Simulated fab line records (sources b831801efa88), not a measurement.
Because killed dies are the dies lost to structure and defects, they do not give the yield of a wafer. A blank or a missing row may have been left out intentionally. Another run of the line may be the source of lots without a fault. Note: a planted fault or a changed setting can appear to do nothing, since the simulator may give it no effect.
The tool behind it: which one?	flow sky130	Sampling: 24 lots, 72 wafers, 6 of 708 route steps

WHAT THE GAUGES SHOWED, per wafer
SKY_PWDE_TW_MEAS_10. Usual: PWDE_TW gives 373.0 (standard deviation 2.1).
lot	measured	on	PWDE_TW	flag
L074	day 3 17:41	filmMetro-01	375.6 378.6 374.0	
L075	day 3 23:04	filmMetro-01	375.3 374.3 376.4	
L076	day 4 05:34	filmMetro-03	372.0 372.2 373.8	
L077	day 4 22:55	filmMetro-01	375.3 374.6 373.2	
L078	day 5 09:47	filmMetro-02	370.5 371.9 371.4	
L079	day 5 18:46	filmMetro-02	372.5 371.9 372.2	
L080	day 5 18:04	filmMetro-02	372.5 372.1 373.2	
L081	day 5 23:56	filmMetro-02	372.2 372.6 375.3	
L082	day 6 02:29	filmMetro-02	372.3 371.1 372.3	
L083	day 6 03:26	filmMetro-01	374.0 375.6 374.5	
L084	day 6 06:55	filmMetro-02	371.2 374.0 370.4	
L085	day 6 08:11	filmMetro-02	367.6 370.9 369.1	
L086	day 7 00:04	filmMetro-03	373.2 373.1 372.0	
L087	day 6 23:41	filmMetro-02	369.7 371.6 369.7	
L088	day 7 08:26	filmMetro-01	374.8 378.0 376.1	
L089	day 7 12:07	filmMetro-02	372.8 369.9 369.9	
L090	day 7 17:37	filmMetro-01	375.2 376.7 376.6	
L091	day 7 22:46	filmMetro-01	374.6 376.4 375.5	
L092	day 8 05:38	filmMetro-03	374.3 372.6 372.5	
L093	day 8 07:16	filmMetro-03	372.5 372.7 375.9	
L094	day 8 12:28	filmMetro-01	372.9 373.1 376.0	
L095	day 9 01:24	filmMetro-02	372.8 371.3 372.2	
L096	day 9 05:13	filmMetro-02	372.8 371.6 370.4	
L097	day 9 06:23	filmMetro-02	369.6 369.4 371.2	

SKY_METAL1_CD_MEAS_15: target cd 140 nm. Usual: 140.3 nm for cdNm, sd 1.8.
lot	measured	on	cdNm (nm)	flag
L074	day 33 03:10	cdSem-01	140.6 140.2 140.2	
L075	day 33 11:47	cdSem-01	142.1 141.6 142.4	
L076	day 33 16:48	cdSem-01	139.2 140.8 139.9	
L077	day 34 10:49	cdSem-01	140.8 142.2 141.6	
L078	day 35 12:09	cdSem-02	138.7 139.6 139.5	
L079	day 35 20:56	cdSem-01	142.0 140.9 139.2	
L080	day 35 20:35	cdSem-02	139.4 139.5 140.2	
L081	day 36 12:25	cdSem-01	140.2 139.7 137.5	
L082	day 36 14:40	cdSem-01	140.2 140.0 139.2	
L083	day 36 15:56	cdSem-01	138.6 140.0 138.7	
L084	day 36 17:29	cdSem-01	137.1 136.8 137.4	
L085	day 36 17:25	cdSem-02	137.8 137.4 139.0	
L086	day 37 12:32	cdSem-02	139.1 139.0 140.7	
L087	day 37 06:15	cdSem-02	142.6 141.6 143.8	
L088	day 38 05:52	cdSem-01	140.3 143.9 142.4	
L089	day 38 00:11	cdSem-02	142.6 144.1 141.4	
L090	day 38 13:50	cdSem-01	140.2 142.0 142.2	
L091	day 38 16:39	cdSem-02	138.6 138.9 139.5	
L092	day 38 20:39	cdSem-02	138.6 140.1 139.2	
L093	day 38 21:41	cdSem-02	141.3 139.0 139.3	
L094	day 39 02:29	cdSem-01	141.0 141.5 143.2	
L095	day 39 22:50	cdSem-02	142.7 143.2 142.8	
L096	day 40 00:10	cdSem-01	139.9 140.6 138.2	
L097	day 40 02:53	cdSem-01	140.3 139.5 140.8	

SKY_VIA2_THK_MEAS_01. Usual: VIA2_HDPCVD_THK gives 1180 nm (standard deviation 11).
lot	measured	on	VIA2_HDPCVD_THK (nm)	flag
L074	day 35 12:24	filmMetro-02	1169 1186 1194	
L075	day 35 20:21	filmMetro-02	1183 1174 1186	
L076	day 36 01:18	filmMetro-04	1193 1195 1192	
L077	day 36 22:52	filmMetro-01	1209 1207 1192	
L078	day 37 20:26	filmMetro-04	1192 1188 1189	
L079	day 38 05:17	filmMetro-04	1183 1181 1172	
L080	day 38 02:56	filmMetro-01	1187 1187 1181	
L081	day 38 19:46	filmMetro-01	1168 1183 1177	
L082	day 38 22:16	filmMetro-01	1183 1181 1179	
L083	day 38 23:14	filmMetro-04	1201 1172 1176	
L084	day 39 01:37	filmMetro-04	1194 1185 1190	
L085	day 39 00:48	filmMetro-01	1176 1200 1169	
L086	day 39 20:14	filmMetro-01	1186 1163 1167	
L087	day 39 12:46	filmMetro-02	1194 1180 1194	
L088	day 40 13:20	filmMetro-01	1202 1193 1174	
L089	day 40 07:53	filmMetro-04	1184 1161 1164	
L090	day 40 21:40	filmMetro-01	1179 1184 1181	
L091	day 40 23:58	filmMetro-04	1160 1171 1186	
L092	day 41 02:35	filmMetro-02	1188 1206 1183	
L093	day 41 04:08	filmMetro-04	1176 1176 1190	
L094	day 41 08:50	filmMetro-02	1186 1182 1165	
L095	day 42 03:46	filmMetro-02	1181 1176 1187	
L096	day 42 03:56	filmMetro-04	1173 1181 1171	
L097	day 42 08:02	filmMetro-01	1186 1188 1169	

WHAT TOOL EACH LOT RAN ON (gives the tool, then ch and the chambers of the sampled wafers, and finally the start)
lot	SKY_FIELD_ISO_CMP_27	SKY_CONTACT_SPUTTER_23	SKY_METAL2_SPUTTER_01
L074	cmp-02 ch 1,2,3, day 2 08:14	pvdSputter-02, day 31 22:52	pvdSputter-03, day 34 07:34
L075	cmp-02 ch 2,3, day 2 12:38	pvdSputter-02, day 32 08:09	pvdSputter-02, day 34 15:19
L076	cmp-02 ch 0,1,2, day 2 19:43	pvdSputter-02, day 32 13:14	pvdSputter-02, day 34 22:23
L077	cmp-02 ch 1,2, day 3 03:32	pvdSputter-03, day 33 09:42	pvdSputter-04, day 35 17:46
L078	cmp-02 ch 0,1,2, day 3 14:40	pvdSputter-01, day 34 08:34	pvdSputter-02, day 36 18:14
L079	cmp-02 ch 0,2,3, day 4 00:28	pvdSputter-03, day 34 17:20	pvdSputter-04, day 37 02:40
L080	cmp-01 ch 0,1,2, day 4 00:28	pvdSputter-01, day 34 16:57	pvdSputter-02, day 37 01:43
L081	cmp-02 ch 1,2, day 4 07:40	pvdSputter-01, day 35 08:24	pvdSputter-03, day 37 17:05
L082	cmp-02 ch 1,2,3, day 4 10:08	pvdSputter-03, day 35 10:43	pvdSputter-03, day 37 19:04
L083	cmp-01 ch 0,2,3, day 4 10:08	pvdSputter-01, day 35 12:38	pvdSputter-02, day 37 20:04
L084	cmp-01 ch 0,1,2, day 4 15:58	pvdSputter-03, day 35 13:47	pvdSputter-02, day 37 22:03
L085	cmp-01 ch 1,2, day 4 17:04	pvdSputter-02, day 35 13:26	pvdSputter-03, day 37 21:31
L086	cmp-01 ch 0,1,2, day 5 04:35	pvdSputter-01, day 36 09:27	pvdSputter-04, day 38 16:38
L087	cmp-02 ch 0,1,2, day 5 04:35	pvdSputter-02, day 36 03:07	pvdSputter-03, day 38 10:02
L088	cmp-02 ch 0,3, day 5 13:10	pvdSputter-01, day 37 03:34	pvdSputter-03, day 39 10:17
L089	cmp-01 ch 1,2,3, day 5 17:35	pvdSputter-01, day 36 23:07	pvdSputter-03, day 39 05:11
L090	cmp-01 ch 1,3, day 5 20:38	pvdSputter-03, day 37 11:54	pvdSputter-02, day 39 19:40
L091	cmp-02 ch 0,3, day 6 04:35	pvdSputter-03, day 37 14:34	pvdSputter-04, day 39 22:05
L092	cmp-01 ch 1,2, day 6 10:18	pvdSputter-01, day 37 17:37	pvdSputter-04, day 40 01:34
L093	cmp-02 ch 0,1,2, day 6 11:49	pvdSputter-01, day 37 19:22	pvdSputter-03, day 40 03:02
L094	cmp-02 ch 0,1, day 6 17:52	pvdSputter-01, day 37 23:58	pvdSputter-03, day 40 07:20
L095	cmp-02 ch 0,1,3, day 7 03:44	pvdSputter-01, day 38 20:22	pvdSputter-04, day 41 02:19
L096	cmp-02 ch 0,1,2, day 7 06:55	pvdSputter-02, day 38 21:40	pvdSputter-03, day 41 02:31
L097	cmp-02 ch 0,2,3, day 7 10:38	pvdSputter-01, day 38 22:55	pvdSputter-04, day 41 05:52
- SKY_FIELD_ISO_CMP_27: polishes, stops on Si3N4, t overpolish 16 s, target thk 457.8 nm.
- SKY_CONTACT_SPUTTER_23: material TiN, target thk 20 nm, time 80 s.
- SKY_METAL2_SPUTTER_01: material TiN, target thk 20 nm, time 16.7 s.

WHAT THE TOOLS THEMSELVES READ (means of the sampled wafers that have a number; where no wafer has one, the mark that the record gives instead)
SKY_FIELD_ISO_CMP_27. Usual: headPressurePsi 4.000 psi, standard deviation 0.0099; motorCurrentA 12.6 A, standard deviation 1.2; overpolishRunS 16.000 s, standard deviation 0.0099; timeToEndpointS 113 s, standard deviation 4.3.
lot	tool	headPressurePsi (psi)	motorCurrentA (A)	overpolishRunS (s)	timeToEndpointS (s)	flag
L074	cmp-02	3.998	13.4	15.999	114	
L075	cmp-02	3.993	12.9	15.996	115	
L076	cmp-02	3.999	13.2	16.003	118	
L077	cmp-02	4.002	13.6	15.996	118	
L078	cmp-02	4.008	12.8	16.001	115	
L079	cmp-02	4.007	13.1	15.996	111	
L080	cmp-01	3.999	12.3	16.001	113	
L081	cmp-02	4.005	13.5	15.991	117	
L082	cmp-02	3.997	13.3	16.000	118	
L083	cmp-01	4.009	11.3	16.001	118	
L084	cmp-01	3.995	12.3	16.006	113	
L085	cmp-01	3.998	13.3	16.001	117	
L086	cmp-01	3.994	12.2	16.002	110	
L087	cmp-02	4.007	13.1	15.996	109	
L088	cmp-02	3.995	12.9	16.003	111	
L089	cmp-01	4.001	12.7	16.005	116	
L090	cmp-01	4.001	11.0	16.005	114	
L091	cmp-02	3.994	12.7	16.005	107	
L092	cmp-01	3.991	13.3	15.992	114	
L093	cmp-02	3.998	13.0	16.000	109	
L094	cmp-02	3.992	13.3	16.006	113	
L095	cmp-02	3.999	13.3	16.010	112	
L096	cmp-02	4.000	13.4	15.999	113	
L097	cmp-02	4.000	13.0	15.994	107	

SKY_CONTACT_SPUTTER_23. Usual: 29.9 % for throttleValvePct, sd 1.1.
lot	tool	throttleValvePct (%)	flag
L074	pvdSputter-02	30.0	
L075	pvdSputter-02	31.0	
L076	pvdSputter-02	29.7	
L077	pvdSputter-03	29.7	
L078	pvdSputter-01	30.1	
L079	pvdSputter-03	29.7	
L080	pvdSputter-01	29.7	
L081	pvdSputter-01	28.7	
L082	pvdSputter-03	29.3	
L083	pvdSputter-01	29.4	
L084	pvdSputter-03	29.5	
L085	pvdSputter-02	31.3	
L086	pvdSputter-01	29.3	
L087	pvdSputter-02	31.1	
L088	pvdSputter-01	30.1	
L089	pvdSputter-01	29.8	
L090	pvdSputter-03	29.2	
L091	pvdSputter-03	29.3	
L092	pvdSputter-01	30.4	
L093	pvdSputter-01	29.5	
L094	pvdSputter-01	29.4	
L095	pvdSputter-01	29.2	
L096	pvdSputter-02	30.5	
L097	pvdSputter-01	29.6	

SKY_METAL2_SPUTTER_01. Usual: 30.3 % for throttleValvePct, sd 1.4.
lot	tool	throttleValvePct (%)	flag
L074	pvdSputter-03	30.3	
L075	pvdSputter-02	30.7	
L076	pvdSputter-02	30.9	
L077	pvdSputter-04	29.8	
L078	pvdSputter-02	30.6	
L079	pvdSputter-04	30.3	
L080	pvdSputter-02	30.4	
L081	pvdSputter-03	29.4	
L082	pvdSputter-03	29.7	
L083	pvdSputter-02	31.1	
L084	pvdSputter-02	31.1	
L085	pvdSputter-03	30.3	
L086	pvdSputter-04	31.1	
L087	pvdSputter-03	29.3	
L088	pvdSputter-03	29.6	
L089	pvdSputter-03	29.4	
L090	pvdSputter-02	30.5	
L091	pvdSputter-04	31.1	
L092	pvdSputter-04	30.6	
L093	pvdSputter-03	28.8	
L094	pvdSputter-03	28.6	
L095	pvdSputter-04	31.6	
L096	pvdSputter-03	29.2	
L097	pvdSputter-04	30.3	

THE ANSWER, worked out from the rows above alone
Rule: take the mean of a lot's wafers that have a number; if it is more than 3 standard deviations from the usual mean, the lot is off. Also off: a lot with no number at a reading for which 4 or more lots have one. All remaining lots with rows at the step are treated as sound. First the gauges in route order, then the tools' own readings, where a lot's mean is used as printed above. The first step at which some lot is off is used, and at that step the reading that is off furthest; a lot without a number counts as furthest.
Nothing can be told from this: no lot is off at any reading shown.

WHAT THE SIMULATOR PUT IN
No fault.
